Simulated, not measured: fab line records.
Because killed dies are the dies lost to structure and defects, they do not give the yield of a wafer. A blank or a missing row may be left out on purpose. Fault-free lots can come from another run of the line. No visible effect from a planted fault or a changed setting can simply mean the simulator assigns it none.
What tool caused it? + flow sky130 + 21 wafers sampled from 7 lots at 1 step of a route of 708

## WHAT THE GAUGES SHOWED, per wafer
SKY_SONOS_ONO_THK_MEAS_01.
| lot  | measured     | on            | SONOS_ONO_OXIDATION_THK (nm) |
|------|--------------|---------------|------------------------------|
| L700 | day 12 02:22 | film metro-04 | 2.65 2.57 2.53               |
| L703 | day 13 01:32 | film metro-01 | 2.58 2.54 2.62               |
| L706 | day 13 23:24 | film metro-01 | 2.53 2.47 2.56               |
| L711 | day 15 14:07 | film metro-04 | 2.57 2.67 2.60               |
| L717 | day 17 16:13 | film metro-04 | 2.70 2.76 2.72               |
| L719 | day 18 12:57 | film metro-03 | 2.64 2.65 2.65               |
| L721 | day 18 22:49 | film metro-03 | 2.48 2.64 2.54               |

## WHAT TOOL EACH LOT RAN ON (gives the tool, then ch and the chambers of the sampled wafers, and finally the start)
No process step before these readings appears in the record.

## THE ANSWER, worked out from the rows above alone
Rule: what is usual is taken from the lots themselves. Put in order of their means at a reading, lots are off if they are a third of the lots or fewer, leave a main group of 4 or more, and stand apart from it by a gap of 3 or more times the standard deviation of the main group's means; of several such gaps the widest counts. Not used: any main group whose means are identical at the precision the tables above print for the reading. Also off: a lot with no number at a reading for which 4 or more lots have one. Where the step has rows for the other lots, those lots are counted as sound.
No lot is off on any of the readings shown, so nothing can be concluded from this.

## WHAT THE SIMULATOR HAD PUT IN
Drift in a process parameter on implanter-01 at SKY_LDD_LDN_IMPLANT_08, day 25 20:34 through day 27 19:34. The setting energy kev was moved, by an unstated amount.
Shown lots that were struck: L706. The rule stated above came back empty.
